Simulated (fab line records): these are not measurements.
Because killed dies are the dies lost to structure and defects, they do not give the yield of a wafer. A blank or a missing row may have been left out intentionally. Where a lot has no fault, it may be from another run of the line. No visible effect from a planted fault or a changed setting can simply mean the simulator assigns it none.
fab line records -- flow sfq-line
[record] lots = 14, wafers = 42, last-day = 87
route steps=325 shown INCOMING@2 I3@133 M4@159 JJ@180
lots that met no fault: from a run of the same line without faults
start-h: hours from the record's opening day to when the first of the lot's shown wafers began -- wait-h: hours elapsed since this lot's preceding step -- " same as the row above -- L1.1+2: one row covering several wafers at once -- - no value, or no start given -- * or withheld: withheld -- < > ~ a bound
route shown NAME@n: NAME is a module with steps in the file, n the number in the route of the first one -- usual: average and standard deviation across the fault-free wafers -- same: alike in all rows -- chamber/n: place in a boat -- sites: readings site by site -- _std_site: standard deviation of those values -- _edge_site: the outer-site mean with the inner-site mean subtracted -- radius-mm: for every site, how far away it sits from the centre of the wafer -- mask NAME#n: copy n -- behind: the most recent tool/chamber to have shaped the wafer -- hold: what put the lot on hold/how long, in hours/how the hold closed -- device: names the non-switching transistor (n, p or np) -- end of line: the tests these same wafers got at the end of their route -- step lacking rows: just its recipe -- killed: at the first sort, the dies lost to defects and structure; wafer yield is something else -- map: per-die view of a wafer (x killed, . not killed, _ where there is no die)
set.NAME: setting as actually run; set.NAME@STEP: the setting as run at that earlier step -- model.NAME: the simulator's own value behind a step, which no gauge read
the route's steps for a sample of lots (tables are steps, rows are wafers)
services: when a tool's chamber went out of use (start-h, in hours from the record's first day, below 0 if earlier), for how many hours, and the reason
[[steps]]
[step SFQ_TRILAYER_INCOMING_OXIDATION_002]
[recipe] temp-c = 1000, ambient = H2O, target-thk-a = 5000, p-h2o-torr = 720, ox-time-s = 4939
[usual] spike-tc-bottom-C = 1017.9/1.1, spike-tc-centre-C = 1001.1/1.1, spike-tc-lower-C = 1001.4/1.4, spike-tc-top-C = 1011.3/2, spike-tc-upper-C = 1000.8/1.5, tube-center-temp-C = 1000/0.078, tube_center_temp_C_max = 1002.5/0.38
lot.wafer,tool,chamber,start-h,wait-h,spike-tc-bottom-C,spike-tc-centre-C,spike-tc-lower-C,spike-tc-top-C,spike-tc-upper-C,tube-center-temp-C,tube_center_temp_C_max
L878.1,furnace-01,0,10.12,0.1,1018.8,1001.0,1001.3,1013.6,998.5,999.98,1002.5
L878.5,furnace-01,0,10.12,0.1,1016.3,1000.5,1002.0,1011.6,1000.2,1000,1002.9
L878.6,furnace-01,0,10.12,0.1,1016.1,1001.8,999.7,1013.9,998.2,1000,1002.6
L879.1,furnace-02,0,15.12,0.1,1018.2,1002.3,1000.3,1008.2,1001.8,1000.1,1002.5
L879.3,furnace-02,0,15.12,0.1,1017.5,1001.8,999.6,1010.0,1000.8,999.86,1002.5
L879.4,furnace-02,0,15.12,0.1,1017.6,1000.7,1000.9,1009.8,1001.5,1000.1,1002.7
L880.2,furnace-01,0,20.12,0.1,1017.7,999.9,1001.1,1013.8,1001.4,1000,1002.6
L880.4,furnace-01,0,20.12,0.1,1018.3,1000.0,1002.3,1014.1,1000.6,1000.1,1002.5
L880.6,furnace-01,0,20.12,0.1,1018.9,1002.1,1002.9,1012.8,1000.3,999.99,1002.8
L881.2,furnace-02,0,25.12,0.1,1018.6,1002.4,1000.7,1010.6,1001.1,1000.1,1003.2
L881.5,furnace-02,0,25.12,0.1,1019.7,1001.6,999.2,1009.2,1001.8,1000.1,1002.8
L881.6,furnace-02,0,25.12,0.1,1017.4,1003.4,1000.9,1010.1,1002.5,1000,1002.5
L882.1,furnace-01,0,30.12,0.1,1017.0,1001.7,1001.9,1014.1,1000.1,1000,1002.3
L882.5,furnace-01,0,30.12,0.1,1019.4,1002.9,1001.6,1012.8,1000.0,999.97,1003.1
L882.6,furnace-01,0,30.12,0.1,1015.9,1001.1,1003.8,1011.0,1000.4,1000.2,1003.8
L883.1,furnace-02,0,35.12,0.1,1019.3,1002.6,998.5,1009.1,999.6,1000,1002.4
L883.2,furnace-02,0,35.12,0.1,1018.6,1001.6,1003.6,1010.2,1002.0,1000,1002.6
L883.4,furnace-02,0,35.12,0.1,1017.1,1001.1,1001.4,1010.8,1003.5,999.81,1002.9
L884.2,furnace-02,0,40.12,0.1,1019.5,1002.9,1000.2,1007.9,1002.2,999.97,1001.8
L884.4,furnace-02,0,40.12,0.1,1018.5,1002.1,1001.1,1010.0,1001.8,999.93,1002.3
L884.6,furnace-02,0,40.12,0.1,1016.1,1000.9,1002.4,1010.0,1002.9,1000,1002.8
L885.2,furnace-01,0,45.12,0.1,1016.7,1001.3,1002.3,1011.1,1001.2,1000,1002.6
L885.4,furnace-01,0,45.12,0.1,1017.1,1002.2,1002.5,1013.7,999.8,999.99,1002.5
L885.6,furnace-01,0,45.12,0.1,1017.4,999.9,1002.8,1013.0,1000.3,999.96,1002.6
L887.3,furnace-01,0,55.12,0.1,1018.4,1001.6,1000.9,1014.5,998.6,1000,1002.4
L887.5,furnace-01,0,55.12,0.1,1018.3,1000.9,1001.9,1012.9,999.2,1000,1002.0
L887.6,furnace-01,0,55.12,0.1,1018.3,1000.9,1002.3,1012.7,1001.2,999.96,1002.8
L890.1,furnace-02,0,70.12,0.1,1028.5,1011.5,1009.5,1021.7,1012.4,1010.6,1013.0
L890.4,furnace-02,0,70.12,0.1,1028.8,1011.9,1013.4,1021.2,1011.9,1010.7,1013.6
L890.6,furnace-02,0,70.12,0.1,1028.3,1011.5,1011.8,1019.3,1011.0,1010.7,1013.8
L893.1,furnace-02,0,85.12,0.1,1029.0,1012.3,1011.5,1019.0,1011.2,1010.7,1013.4
L893.3,furnace-02,0,85.12,0.1,1028.8,1011.2,1011.2,1020.1,1012.3,1010.9,1013.2
L893.6,furnace-02,0,85.12,0.1,1027.9,1011.1,1012.5,1019.4,1013.9,1010.6,1013.1
L894.1,furnace-01,0,90.12,0.1,1015.6,1000.6,1004.8,1015.6,999.8,999.94,1002.4
L894.3,furnace-01,0,90.12,0.1,1017.2,1001.2,1002.6,1014.4,1001.3,1000.1,1002.4
L894.4,furnace-01,0,90.12,0.1,1018.5,1002.1,1002.7,1010.2,998.4,1000,1002.7
L898.2,furnace-01,0,110.12,0.1,1018.8,1001.2,1001.1,1011.7,1000.8,999.99,1002.5
L898.3,furnace-01,0,110.12,0.1,1021.2,1000.6,1002.1,1011.9,1000.3,999.99,1002.5
L898.4,furnace-01,0,110.12,0.1,1018.7,999.8,999.5,1011.6,999.2,1000,1002.3
L900.1,furnace-01,0,120.12,0.1,1016.9,999.7,1002.5,1012.2,999.1,999.91,1002.3
L900.3,furnace-01,0,120.12,0.1,1018.0,1000.7,1002.4,1013.4,1000.6,999.94,1002.6
L900.6,furnace-01,0,120.12,0.1,1017.3,999.9,1001.3,1013.0,998.6,999.89,1002.0
[step SFQ_TRILAYER_I3_DEP_PECVD_081]
[recipe] material = SiO2, temp-c = 150, time-s = 111.11, pressure-torr = 2.4, rf-w = 183.3, precursor = SiH4/N2O, target-thk-nm = 500
[usual] heater-power-outer-w = 32/10, heater-power-w = 88/17, throttle-valve-pct = 25.7/1.4
lot.wafer,tool,chamber,start-h,wait-h,heater-power-outer-w,heater-power-w,throttle-valve-pct
L878.1,pecvd-04,0,1008.77,0.0,34,90,24.6
L878.5,pecvd-04,0,1008.77,0.0,35,92,24.8
L878.6,pecvd-04,2,1008.77,0.0,25,72,26.1
L879.1,pecvd-04,0,1018.78,0.0,30,86,24.6
L879.3,pecvd-04,2,1018.78,0.0,25,68,26.2
L879.4,pecvd-04,2,1018.78,0.0,26,70,25.9
L880.2,pecvd-01,1,1021.18,0.0,46,98,25.1
L880.4,pecvd-01,0,1021.18,0.0,19,76,26.8
L880.6,pecvd-01,2,1021.18,0.0,26,74,29.0
L881.2,pecvd-03,0,1037.98,0.0,26,78,23.9
L881.5,pecvd-03,2,1037.98,0.0,47,105,24.5
L881.6,pecvd-03,1,1037.98,0.0,40,121,24.6
L882.1,pecvd-03,2,1056.28,0.0,44,101,24.8
L882.5,pecvd-03,2,1056.28,0.0,48,108,24.6
L882.6,pecvd-03,0,1056.28,0.0,37,94,24.0
L883.1,pecvd-04,2,1072.91,0.0,27,70,26.1
L883.2,pecvd-04,1,1072.91,0.0,31,91,25.2
L883.4,pecvd-04,1,1072.91,0.0,32,94,25.2
L884.2,pecvd-03,2,1076.51,0.0,43,100,24.6
L884.4,pecvd-03,0,1076.51,0.0,28,83,23.9
L884.6,pecvd-03,2,1076.51,0.0,47,103,24.7
L885.2,pecvd-01,2,1094.51,0.0,27,74,28.7
L885.4,pecvd-01,0,1094.51,0.0,18,75,27.2
L885.6,pecvd-01,2,1094.51,0.0,28,76,28.8
L887.3,pecvd-01,1,1100.51,0.0,42,90,24.9
L887.5,pecvd-01,0,1100.51,0.0,19,74,26.9
L887.6,pecvd-01,2,1100.51,0.0,27,75,28.9
L890.1,pecvd-04,2,1117.49,0.0,20,60,26.3
L890.4,pecvd-04,0,1117.49,0.0,34,91,25.1
L890.6,pecvd-04,2,1117.49,0.0,23,63,26.2
L893.1,pecvd-01,2,1145.21,0.0,24,69,28.7
L893.3,pecvd-01,0,1145.21,0.0,18,75,27.3
L893.6,pecvd-01,2,1145.21,0.0,26,73,28.8
L894.1,pecvd-04,1,1148.81,0.0,31,95,26.1
L894.3,pecvd-04,0,1148.81,0.0,35,93,25.2
L894.4,pecvd-04,2,1148.81,0.0,28,73,26.5
L898.2,pecvd-03,0,1193.36,0.0,32,86,24.0
L898.3,pecvd-03,1,1193.36,0.0,36,114,24.9
L898.4,pecvd-03,2,1193.36,0.0,43,99,24.9
L900.1,pecvd-04,1,1200.54,0.0,30,96,25.7
L900.3,pecvd-04,0,1200.54,0.0,25,80,25.4
L900.6,pecvd-04,1,1200.54,0.0,32,93,25.8
[step SFQ_TRILAYER_M4_BARC_OPEN_METAL_ETCH_123]
[recipe] mask-material = PR, chemistry = O2, target-depth-nm = 125, target = BARC, icp-w = 600, bias-w = 80, pressure-mtorr = 10, time-s = 41.7
[usual] chamber-pressure-mTorr = 10.000/0.0095, drypump-motor-current-A = 5.88/0.2, oes-product-au = 0.684/0.0046
lot.wafer,tool,chamber,start-h,wait-h,chamber-pressure-mTorr,drypump-motor-current-A,oes-product-au,rf-hours-counter-h
L878.1,rie-metal-02,0,1163.58,0.0,10.000,5.68,0.688,27
L878.5,rie-metal-02,0,1163.58,0.0,10.005,5.65,0.684,-
L878.6,rie-metal-02,1,1163.58,0.0,9.985,5.73,0.685,-
L879.1,rie-metal-01,1,1168.38,0.0,10.006,6.30,0.690,11
L879.3,rie-metal-01,1,1168.38,0.0,10.007,6.30,0.686,-
L879.4,rie-metal-01,0,1168.38,0.0,10.003,6.12,0.687,-
L880.2,rie-metal-03,0,1171.98,0.0,9.979,5.92,0.680,107
L880.4,rie-metal-03,0,1171.98,0.0,10.013,5.93,0.687,-
L880.6,rie-metal-03,1,1171.98,0.0,9.991,5.96,0.681,-
L881.2,rie-metal-02,1,1187.58,0.0,10.004,5.75,0.677,87
L881.5,rie-metal-02,1,1187.58,0.0,10.027,5.75,0.688,-
L881.6,rie-metal-02,0,1187.58,0.0,9.996,5.62,0.680,-
L882.1,rie-metal-03,0,1213.86,0.0,10.012,5.93,0.679,110
L882.5,rie-metal-03,1,1213.86,0.0,10.005,5.96,0.687,-
L882.6,rie-metal-03,0,1213.86,0.0,10.000,5.92,0.681,-
L883.1,rie-metal-01,1,1215.18,0.0,9.996,6.28,0.680,17
L883.2,rie-metal-01,0,1215.18,0.0,9.993,6.09,0.678,110
L883.4,rie-metal-01,1,1215.18,0.0,9.998,6.29,0.685,-
L884.2,rie-metal-03,0,1216.38,0.0,10.007,5.93,0.687,111
L884.4,rie-metal-03,1,1216.38,0.0,9.997,5.96,0.689,-
L884.6,rie-metal-03,1,1216.38,0.0,10.019,5.96,0.684,-
L885.2,rie-metal-02,0,1247.58,0.0,9.998,5.62,0.680,38
L885.4,rie-metal-02,0,1247.58,0.0,10.000,5.62,0.684,-
L885.6,rie-metal-02,0,1247.58,0.0,10.008,5.62,0.690,-
L887.3,rie-metal-01,1,1251.20,0.0,9.993,6.29,0.686,-
L887.5,rie-metal-01,1,1251.20,0.0,10.004,6.28,0.679,-
L887.6,rie-metal-01,0,1251.20,0.0,10.009,6.05,0.678,-
L890.1,rie-metal-02,1,1264.19,0.0,10.009,5.78,0.685,96
L890.4,rie-metal-02,1,1264.19,0.0,9.993,5.75,0.683,-
L890.6,rie-metal-02,1,1264.19,0.0,9.998,5.78,0.686,-
L893.1,rie-metal-03,0,1289.37,0.0,10.006,5.89,0.684,122
L893.3,rie-metal-03,1,1289.37,0.0,10.002,5.95,0.680,-
L893.6,rie-metal-03,0,1289.37,0.0,10.008,5.95,0.678,-
L894.1,rie-metal-02,0,1290.96,0.0,9.989,5.65,0.689,44
L894.3,rie-metal-02,0,1290.96,0.0,9.997,5.65,0.678,-
L894.4,rie-metal-02,1,1290.96,0.0,9.999,5.74,0.691,-
L898.2,rie-metal-01,0,1446.71,0.0,10.002,6.07,0.679,12
L898.3,rie-metal-01,1,1446.71,0.0,9.995,6.28,0.687,-
L898.4,rie-metal-01,0,1446.71,0.0,9.997,6.07,0.685,-
L900.1,rie-metal-02,1,1452.71,0.0,9.995,5.72,0.689,121
L900.3,rie-metal-02,0,1452.71,0.0,10.004,5.62,0.693,-
L900.6,rie-metal-02,0,1452.71,0.0,10.000,5.63,0.686,-
[step SFQ_TRILAYER_JJ_TRILAYER_DEP_SPUTTER_110]
[recipe] material = Al, base-pressure-pa = 1.33e-06, target-thk-nm = 8, power-w = 500, time-s = 10, chamber-pressure-pa = 0.4
[usual] throttle-valve-pct = 30.1/1.2
lot.wafer,tool,chamber,start-h,wait-h,throttle-valve-pct
L878.1,pvd-sputter-04,-,1298.89,0.0,29.0
L878.5,pvd-sputter-04,-,1298.89,0.0,29.7
L878.6,pvd-sputter-04,-,1298.89,0.0,32.4
L879.1,pvd-sputter-03,-,1303.69,0.0,28.6
L879.3,pvd-sputter-03,-,1303.69,0.0,29.4
L879.4,pvd-sputter-03,-,1303.69,0.0,29.9
L880.2,pvd-sputter-05,-,1306.09,0.0,30.5
L880.4,pvd-sputter-05,-,1306.09,0.0,32.0
L880.6,pvd-sputter-05,-,1306.09,0.0,29.6
L881.2,pvd-sputter-05,-,1319.29,0.0,30.5
L881.5,pvd-sputter-05,-,1319.29,0.0,31.4
L881.6,pvd-sputter-05,-,1319.29,0.0,31.8
L882.1,pvd-sputter-05,-,1344.41,0.0,31.8
L882.5,pvd-sputter-05,-,1344.41,0.0,30.4
L882.6,pvd-sputter-05,-,1344.41,0.0,29.7
L883.1,pvd-sputter-03,-,1346.21,0.0,28.6
L883.2,pvd-sputter-03,-,1346.21,0.0,28.9
L883.4,pvd-sputter-03,-,1346.21,0.0,29.2
L884.2,pvd-sputter-05,-,1350.41,0.0,31.5
L884.4,pvd-sputter-05,-,1350.41,0.0,29.4
L884.6,pvd-sputter-05,-,1350.41,0.0,30.8
L885.2,pvd-sputter-03,-,1387.76,0.0,28.5
L885.4,pvd-sputter-03,-,1387.76,0.0,28.9
L885.6,pvd-sputter-03,-,1387.76,0.0,28.5
L887.3,pvd-sputter-03,-,1393.74,0.0,29.3
L887.5,pvd-sputter-03,-,1393.74,0.0,29.0
L887.6,pvd-sputter-03,-,1393.74,0.0,28.5
L890.1,pvd-sputter-03,-,1400.94,0.0,28.9
L890.4,pvd-sputter-03,-,1400.94,0.0,28.7
L890.6,pvd-sputter-03,-,1400.94,0.0,29.1
L893.1,pvd-sputter-04,-,1422.54,0.0,29.4
L893.3,pvd-sputter-04,-,1422.54,0.0,31.3
L893.6,pvd-sputter-04,-,1422.54,0.0,29.1
L894.1,pvd-sputter-03,-,1426.16,0.0,30.0
L894.3,pvd-sputter-03,-,1426.16,0.0,28.3
L894.4,pvd-sputter-03,-,1426.16,0.0,28.7
L898.2,pvd-sputter-05,-,1459.80,0.0,31.3
L898.3,pvd-sputter-05,-,1459.80,0.0,31.6
L898.4,pvd-sputter-05,-,1459.80,0.0,29.5
L900.1,pvd-sputter-03,-,1465.64,0.0,29.0
L900.3,pvd-sputter-03,-,1465.64,0.0,29.3
L900.6,pvd-sputter-03,-,1465.64,0.0,29.1
[[services]]
tool,chamber,start-h,hours,kind
pvd-sputter-03,-,16.73,2.4,repair
pvd-sputter-03,-,16.74,3.7,repair
furnace-01,-,39.09,5.5,pm
pvd-sputter-03,-,93.17,4.7,repair
furnace-01,-,132.80,19.3,repair
furnace-01,-,177.49,4.4,pm
pvd-sputter-03,-,189.50,1.3,repair
furnace-01,-,207.49,2.5,pm
furnace-01,-,377.91,3.4,pm
furnace-01,-,459.21,4.0,pm
furnace-01,-,543.09,3.1,pm
furnace-01,-,556.54,1.9,pm
furnace-01,-,567.35,20.0,pm
furnace-01,-,711.09,3.6,pm
furnace-01,-,741.21,4.1,pm
furnace-01,-,879.09,2.9,pm
furnace-01,-,1008.65,1.0,repair
furnace-01,-,1023.21,3.7,pm
furnace-01,-,1046.81,18.1,repair
furnace-01,-,1064.89,3.9,pm
furnace-01,-,1215.09,4.4,pm
furnace-01,-,1276.54,3.9,pm
furnace-01,-,1306.59,4.5,pm
furnace-01,-,1383.09,3.4,pm
[[key]]
[first-sign] step = SFQ_TRILAYER_INCOMING_OXIDATION_002, reading = tube-center-temp-C, direction = up, sigmas = 99+, usual = *, struck = *
[effect] step = SFQ_TRILAYER_INCOMING_OXIDATION_002, reading = tube_center_temp_C_max, direction = up, sigmas = 28, usual = *, struck = *
met-at SFQ_TRILAYER_INCOMING_OXIDATION_002
struck-lots L890,L893
not-acting-at SFQ_TRILAYER_I3_DEP_PECVD_081,SFQ_TRILAYER_M4_BARC_OPEN_METAL_ETCH_123,SFQ_TRILAYER_JJ_TRILAYER_DEP_SPUTTER_110
onset-between 40.12 70.12
[fault] kind = process-parameter-drift, tool = furnace-02, chamber = -, onset-h = 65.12, steps = SFQ_TRILAYER_INCOMING_OXIDATION_002, channel = temp-c, offset = *, shape = step, end-h = 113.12, stated = *
